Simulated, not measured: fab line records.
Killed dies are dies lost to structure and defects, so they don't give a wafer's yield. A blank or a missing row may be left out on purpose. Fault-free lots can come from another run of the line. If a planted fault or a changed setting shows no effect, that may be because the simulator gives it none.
Matching of chambers | flow sky130 | SKY_VIA2_ETCH_14 on rieDiel-01: 4 sister chambers
The step etches BARC in N2/H2, stops on SiO2, time 45.9 s, target depth 60 nm. 18 wafers are shown with their chamber, then 9 later ones without.

## WAFERS WITH THEIR CHAMBER
wafer  | chamber | drypumpMotorCurrentA (A) | oesProductAu (a.u.) | throttleValvePct (%)
L075.1 | 2       | 5.7                      | 0.859               | 13.227
L075.2 | 1       | 6.1                      | 0.859               | 13.229
L075.3 | 3       | 5.1                      | 0.848               | 13.238
L075.4 | 0       | 6.2                      | 0.851               | 13.230
L075.5 | 0       | 6.2                      | 0.854               | 13.236
L075.6 | 3       | 5.1                      | 0.851               | 13.222
L084.1 | 2       | 5.7                      | 0.854               | 13.245
L084.2 | 3       | 5.1                      | 0.853               | 13.229
L084.3 | 1       | 6.0                      | 0.851               | 13.225
L084.4 | 0       | 6.2                      | 0.856               | 13.224
L084.5 | 2       | 5.7                      | 0.860               | 13.232
L084.6 | 1       | 6.1                      | 0.859               | 13.235
L091.1 | 2       | 5.7                      | 0.858               | 13.230
L091.3 | 3       | 5.1                      | 0.863               | 13.219
L091.4 | 0       | 6.2                      | 0.847               | 13.238
L092.1 | 2       | 5.7                      | 0.858               | 13.218
L092.4 | 0       | 6.2                      | 0.860               | 13.237
L092.6 | 3       | 5.1                      | 0.854               | 13.232

SIGNATURES (averages over the wafers above)
reading              | chamber 0 | chamber 1 | chamber 2 | chamber 3 | scatter within a chamber
drypumpMotorCurrentA | 6.200     | 6.067     | 5.700     | 5.100     | 0.0218
oesProductAu         | 0.85360   | 0.85633   | 0.85780   | 0.85380   | 0.00453
throttleValvePct     | 13.23300  | 13.22967  | 13.23040  | 13.22800  | 0.00759
Rule: a wafer lies at a distance from a chamber equal to the root of the sum of squares, over the readings, of (its reading less the chamber's mean, divided by the reading's scatter). The wafer belongs to the nearest chamber; if the next one is less than 2 further off, it can't be placed. The scatter is the square root of a quotient: the sum, over the shown wafers, of each reading's squared deviation from its chamber's mean, divided by wafers minus chambers.

## WAFERS WHOSE CHAMBER IS MISSING
wafer  | drypumpMotorCurrentA (A) | oesProductAu (a.u.) | throttleValvePct (%)
L093.1 | 6.2                      | 0.854               | 13.234
L093.2 | 5.1                      | 0.860               | 13.227
L093.4 | 6.1                      | 0.854               | 13.219
L094.2 | 6.2                      | 0.856               | 13.236
L094.3 | 5.1                      | 0.846               | 13.224
L094.4 | 5.7                      | 0.852               | 13.223
L095.4 | 6.1                      | 0.862               | 13.213
L095.5 | 5.7                      | 0.852               | 13.227
L095.6 | 5.1                      | 0.851               | 13.232

## CHAMBER TAKEN BY EACH
wafer  | from the rows above | in truth
L093.1 | 0                   | 0
L093.2 | 3                   | 3
L093.4 | 1                   | 1
L094.2 | 0                   | 0
L094.3 | 3                   | 3
L094.4 | 2                   | 2
L095.4 | 1                   | 1
L095.5 | 2                   | 2
L095.6 | 3                   | 3
Placed correctly: 9 of 9. Left unplaced by these rows: 0. Placed wrongly: 0.
